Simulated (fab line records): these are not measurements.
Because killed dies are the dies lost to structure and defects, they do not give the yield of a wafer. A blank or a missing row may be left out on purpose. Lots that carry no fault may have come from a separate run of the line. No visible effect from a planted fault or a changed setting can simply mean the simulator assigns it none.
fab line records | flow gf180mcu
[record] lots = 15 wafers = 45 lastDay = 34
route steps=602 shown HV_LDD@224 M2@363 V3@443 M4@457
lots untouched by any fault: they come from a run of this same line in which no faults occurred
startH: the number of hours between the record's first day and the start of the first shown wafer of the lot | waitH: hours elapsed since this lot's preceding step | " as in the row above | L1.1+2: several wafers, shown together as one row | - value missing, or start not given | * or withheld: withheld | < > ~ a bound
route shown NAME@n: NAME is a module with steps in the file, n the number in the route of the first one | usual: mean and standard deviation over wafers with no fault | same: alike in all rows | chamber/n: place in a boat | sites: readings site by site | _std_site: standard deviation across them | _edge_site: mean of outer sites minus mean of inner sites | radiusMm: for every site, how far away it sits from the centre of the wafer | mask NAME#n: copy n | behind: the most recent tool/chamber to have shaped the wafer | hold: why the lot went on hold/how many hours it stayed there/how the hold came to an end | device: names the non-switching transistor (n, p or np) | end of line: tests of these same wafers at the route's end | a step with no rows: only its recipe | killed: count of dies lost to structure and defects at first sort (not the wafer's yield) | map: per-die view of a wafer (x killed, . not killed, _ where there is no die)
set.NAME: the setting the step ran with; set.NAME@STEP: the setting that earlier step ran with | model.NAME: the simulator's own value behind a step, which no gauge read
route steps across a sampled set of lots; one table per step, one row per wafer
services: the hour from which a tool's chamber was out of use, counted from the record's first day as startH (under 0 if before that day), plus the number of hours and why
[[steps]]
[step GF_HV_LDD_IMPLANT_48]
[recipe] species = B energyKev = 25 doseCm2 = 3e+13 tiltDeg = 7
[usual] beamEnergyKeV = 25.001/0.0076 beamOnS = 10.01/0.21 faradayCurrentUA = 169/3.6 tiltDeg = 7.004/0.02
// columns lot.wafer tool chamber startH waitH beamEnergyKeV beamOnS faradayCurrentUA tiltDeg
L127.1 implanter-03 0 268.20 0.0 24.985 10.07 168 6.993
L127.5 " 0 " " 24.999 10.21 165 6.991
L127.6 " 0 " " 24.974 9.72 174 6.997
L128.3 implanter-03 0 279.91 0.1 24.993 9.28 181 6.989
L128.5 " 0 " " 25.002 9.96 169 6.989
L128.6 " 0 " " 24.999 10.39 163 6.995
L130.1 implanter-02 0 289.85 0.0 25.007 10.36 162 7.012
L130.3 " 0 " " 25.007 9.98 170 7.026
L130.4 " 0 " " 25.011 9.63 175 7.014
L132.2 implanter-02 0 307.38 0.0 24.992 9.97 170 6.983
L132.3 " 0 " " 24.994 10.27 165 6.984
L132.4 " 0 " " 24.997 9.75 174 6.999
L133.2 implanter-01 0 328.28 0.0 25.000 9.93 170 6.996
L133.3 " 0 " " 25.000 10.03 169 7.032
L133.5 " 0 " " 24.997 10.31 164 7.017
L135.2 implanter-03 0 337.03 0.0 24.995 9.90 171 6.971
L135.3 " 0 " " 24.993 9.63 175 7.006
L135.4 " 0 " " 25.011 9.88 171 6.989
L136.1 implanter-03 0 342.90 0.0 25.000 9.58 176 6.987
L136.2 " 0 " " 25.003 10.01 170 6.989
L136.6 " 0 " " 24.996 10.41 163 6.997
L138.1 implanter-03 0 360.20 0.0 24.995 10.25 164 6.991
L138.3 " 0 " " 25.002 9.94 171 6.989
L138.6 " 0 " " 24.995 10.27 165 6.991
L139.1 implanter-03 - 365.71 0.0 - - - -
L139.2 " - " " - - - -
L139.3 " - " " - - - -
L140.1 implanter-03 - 374.36 0.0 - - - -
L140.3 " - " " - - - -
L140.6 " - " " - - - -
L141.3 implanter-03 - 382.40 0.1 - - - -
L141.5 " - " " - - - -
L141.6 " - " " - - - -
L147.3 implanter-01 0 438.95 0.1 24.998 10.20 166 7.002
L147.5 " 0 " " 25.011 9.98 170 6.961
L147.6 " 0 " " 25.003 10.02 168 7.012
L148.1 implanter-03 0 446.00 0.0 24.993 10.05 168 7.021
L148.3 " 0 " " 25.000 9.99 169 7.002
L148.5 " 0 " " 25.001 10.08 168 7.029
L149.2 implanter-01 0 454.62 0.0 24.991 9.93 171 6.990
L149.3 " 0 " " 24.999 9.96 171 6.997
L149.6 " 0 " " 25.000 10.07 168 6.987
L150.3 implanter-01 0 459.20 0.1 24.998 10.17 166 6.974
L150.4 " 0 " " 24.994 9.56 178 6.988
L150.6 " 0 " " 25.002 10.05 168 7.012
[step GF_HV_LDD_TW_MEAS_50]
[usual] HV_LDD_4_TW = 575/5.1
// columns lot.wafer tool chamber startH waitH HV_LDD_4_TW
L127.1 filmMetro-01 - 268.45 0.1 571
L127.5 " - " " 570
L127.6 " - " " 570
L128.3 filmMetro-01 - 280.14 0.1 572
L128.5 " - " " 572
L128.6 " - " " 572
L130.1 filmMetro-03 - 290.10 0.1 576
L130.3 " - " " 576
L130.4 " - " " 576
L132.2 filmMetro-01 - 307.61 0.1 572
L132.3 " - " " 570
L132.4 " - " " 572
L133.2 filmMetro-02 - 328.51 0.1 577
L133.3 " - " " 570
L133.5 " - " " 575
L135.2 filmMetro-01 - 337.26 0.1 568
L135.3 " - " " 571
L135.4 " - " " 570
L136.1 filmMetro-03 - 343.15 0.1 577
L136.2 " - " " 579
L136.6 " - " " 577
L138.1 filmMetro-01 - 360.45 0.1 570
L138.3 " - " " 568
L138.6 " - " " 568
L139.1 filmMetro-01 - 365.96 0.1 30
L139.2 " - " " 30
L139.3 " - " " 30
L140.1 filmMetro-03 - 374.61 0.1 30
L140.3 " - " " 31
L140.6 " - " " 31
L141.3 filmMetro-02 - 382.62 0.1 31
L141.5 " - " " 31
L141.6 " - " " 30
L147.3 filmMetro-01 - 439.17 0.1 569
L147.5 " - " " 571
L147.6 " - " " 568
L148.1 filmMetro-03 - 446.25 0.1 573
L148.3 " - " " 575
L148.5 " - " " 575
L149.2 filmMetro-03 - 454.86 0.1 574
L149.3 " - " " 576
L149.6 " - " " 571
L150.3 filmMetro-03 - 459.42 0.1 578
L150.4 " - " " 574
L150.6 " - " " 575
[step GF_M2_SPUTTER_01]
[recipe] material = TiN targetThkNm = 30 powerW = 6500 timeS = 25 chamberPressurePa = 0.4
[usual] throttleValvePct = 30.1/0.83
[same] timeS = 25
// columns lot.wafer tool chamber startH waitH throttleValvePct
L127.1 pvdSputter-03 - 405.03 0.1 29.7
L127.5 " - " " 28.2
L127.6 " - " " 30.0
L128.3 pvdSputter-02 - 421.28 0.1 30.7
L128.5 " - " " 29.9
L128.6 " - " " 30.7
L130.1 pvdSputter-02 - 431.28 0.1 31.0
L130.3 " - " " 30.7
L130.4 " - " " 30.1
L132.2 pvdSputter-02 - 453.77 0.1 31.0
L132.3 " - " " 31.0
L132.4 " - " " 30.9
L133.2 pvdSputter-02 - 477.51 0.1 30.9
L133.3 " - " " 31.2
L133.5 " - " " 30.8
L135.2 pvdSputter-04 - 485.80 0.1 30.1
L135.3 " - " " 31.0
L135.4 " - " " 29.2
L136.1 pvdSputter-04 - 491.50 0.1 30.7
L136.2 " - " " 30.1
L136.6 " - " " 29.3
L138.1 pvdSputter-02 - 511.81 0.1 30.0
L138.3 " - " " 30.9
L138.6 " - " " 31.0
L147.3 pvdSputter-02 - 587.06 0.1 30.8
L147.5 " - " " 31.1
L147.6 " - " " 30.8
L148.1 pvdSputter-04 - 594.14 0.1 29.4
L148.3 " - " " 29.7
L148.5 " - " " 29.3
L149.2 pvdSputter-02 - 602.07 0.1 31.1
L149.3 " - " " 29.8
L149.6 " - " " 29.9
L150.3 pvdSputter-03 - 606.07 0.1 29.8
L150.4 " - " " 28.1
L150.6 " - " " 28.4
[step GF_V3_CD_MEAS_14]
[recipe] targetCdNm = 260
[usual] cdNm = 260.0/1.2
// columns lot.wafer tool chamber startH waitH cdNm
L127.1 cdSem-02 - 506.26 0.1 258.2
L127.5 " - " " 259.0
L127.6 " - " " 257.8
L128.3 cdSem-02 - 520.53 0.1 261.4
L128.5 " - " " 260.1
L128.6 " - " " 262.3
L130.1 cdSem-02 - 531.71 0.1 261.5
L130.3 " - " " 262.3
L130.4 " - " " 261.1
L132.2 cdSem-01 - 551.46 0.1 258.9
L132.3 " - " " 260.5
L132.4 " - " " 259.4
L133.2 cdSem-02 - 573.88 0.1 259.0
L133.3 " - " " 258.3
L133.5 " - " " 259.3
L135.2 cdSem-01 - 580.57 0.1 259.8
L135.3 " - " " 260.6
L135.4 " - " " 260.6
L136.1 cdSem-02 - 585.66 0.1 260.4
L136.2 " - " " 261.2
L136.6 " - " " 260.6
L138.1 cdSem-02 - 605.41 0.1 260.5
L138.3 " - " " 260.1
L138.6 " - " " 259.4
L147.3 cdSem-02 - 672.45 0.1 260.6
L147.5 " - " " 260.5
L147.6 " - " " 260.8
L148.1 cdSem-02 - 680.29 0.1 258.2
L148.3 " - " " 259.2
L148.5 " - " " 258.2
L149.2 cdSem-02 - 688.16 0.1 259.3
L149.3 " - " " 259.4
L149.6 " - " " 260.1
L150.3 cdSem-01 - 690.80 0.1 260.3
L150.4 " - " " 259.5
L150.6 " - " " 259.7
[step GF_M4_SPUTTER_01]
[recipe] material = TiN targetThkNm = 30 powerW = 6500 timeS = 25 chamberPressurePa = 0.4
[usual] throttleValvePct = 30.1/0.81
[same] timeS = 25
// columns lot.wafer tool chamber startH waitH throttleValvePct
L127.1 pvdSputter-02 - 507.88 0.1 30.8
L127.5 " - " " 29.8
L127.6 " - " " 31.1
L128.3 pvdSputter-04 - 522.11 0.1 29.2
L128.5 " - " " 29.3
L128.6 " - " " 30.9
L130.1 pvdSputter-03 - 533.32 0.1 30.2
L130.3 " - " " 28.4
L130.4 " - " " 29.8
L132.2 pvdSputter-03 - 553.08 0.1 29.5
L132.3 " - " " 30.1
L132.4 " - " " 28.3
L133.2 pvdSputter-03 - 575.50 0.1 30.0
L133.3 " - " " 28.2
L133.5 " - " " 30.1
L135.2 pvdSputter-04 - 582.19 0.1 29.9
L135.3 " - " " 29.1
L135.4 " - " " 29.5
L136.1 pvdSputter-04 - 587.28 0.1 29.5
L136.2 " - " " 30.8
L136.6 " - " " 29.0
L138.1 pvdSputter-02 - 607.03 0.1 31.1
L138.3 " - " " 29.8
L138.6 " - " " 30.8
L147.3 pvdSputter-02 - 674.05 0.1 30.9
L147.5 " - " " 31.0
L147.6 " - " " 30.8
L148.1 pvdSputter-03 - 681.91 0.1 29.9
L148.3 " - " " 29.4
L148.5 " - " " 29.5
L149.2 pvdSputter-02 - 689.76 0.1 30.7
L149.3 " - " " 29.9
L149.6 " - " " 29.9
L150.3 pvdSputter-02 - 692.49 0.1 30.0
L150.4 " - " " 30.8
L150.6 " - " " 30.2
[[services]]
// columns tool chamber startH hours kind
pvdSputter-02 - 262.77 2.7 repair
implanter-01 - 324.89 0.6 repair
pvdSputter-04 - 329.45 3.0 repair
implanter-01 - 336.98 1.7 pm
implanter-01 - 376.81 5.1 repair
implanter-01 - 379.12 3.3 repair
pvdSputter-02 - 382.66 10.6 repair
pvdSputter-04 - 406.63 0.6 repair
pvdSputter-03 - 422.02 0.7 repair
pvdSputter-04 - 432.73 2.1 repair
implanter-01 - 440.01 4.9 repair
pvdSputter-04 - 443.83 5.2 repair
implanter-03 - 462.39 15.5 pm
pvdSputter-04 - 467.07 6.6 repair
implanter-03 - 486.58 3.9 repair
pvdSputter-02 - 513.99 8.7 repair
implanter-03 - 523.91 5.3 pm
implanter-03 - 564.39 2.4 repair
pvdSputter-04 - 569.57 11.1 repair
pvdSputter-03 - 598.66 4.5 repair
pvdSputter-02 - 639.51 5.5 repair
pvdSputter-04 - 659.24 1.4 repair
implanter-03 - 662.35 4.4 pm
implanter-03 - 683.97 4.5 repair
[[key]]
[firstSign] step = GF_HV_LDD_IMPLANT_48 reading = toolRecord direction = missing
[effect] step = GF_HV_LDD_TW_MEAS_50 reading = HV_LDD_4_TW direction = down sigmas = 99+ usual = 575 struck = 30
metAt GF_HV_LDD_IMPLANT_48
struckLots L139,L140,L141
laterRowsLeftOut L139.1,L139.2,L139.3,L140.1,L140.3,L140.6,L141.3,L141.5,L141.6
sortLeftOut L139.1,L139.2,L139.3,L140.1,L140.3,L140.6,L141.3,L141.5,L141.6
testerLeftOut L139,L140,L141
notActingAt GF_M2_SPUTTER_01,GF_V3_CD_MEAS_14,GF_M4_SPUTTER_01
onsetBetween 360.20 365.71
[fault] kind = skippedStepWhole tool = implanter-03 chamber = - onsetH = 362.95 steps = GF_HV_LDD_IMPLANT_48 scope = struckLotsOnly
// testerLeftOut: of these lots the tester's yield and bins aren't shown, on N5 and GAA mostly nor the transistor test; their killed dies are dies lost to structure and defects alone, not to doping, threshold or leakage, so they don't give the yield
// sortLeftOut: the simulated sort isn't trusted on such a fault, so these wafers' sort isn't shown, and their yield isn't known
// laterRowsLeftOut: the simulator's readings of these wafers behind a module that went badly wrong aren't trusted and aren't shown, but for the sort
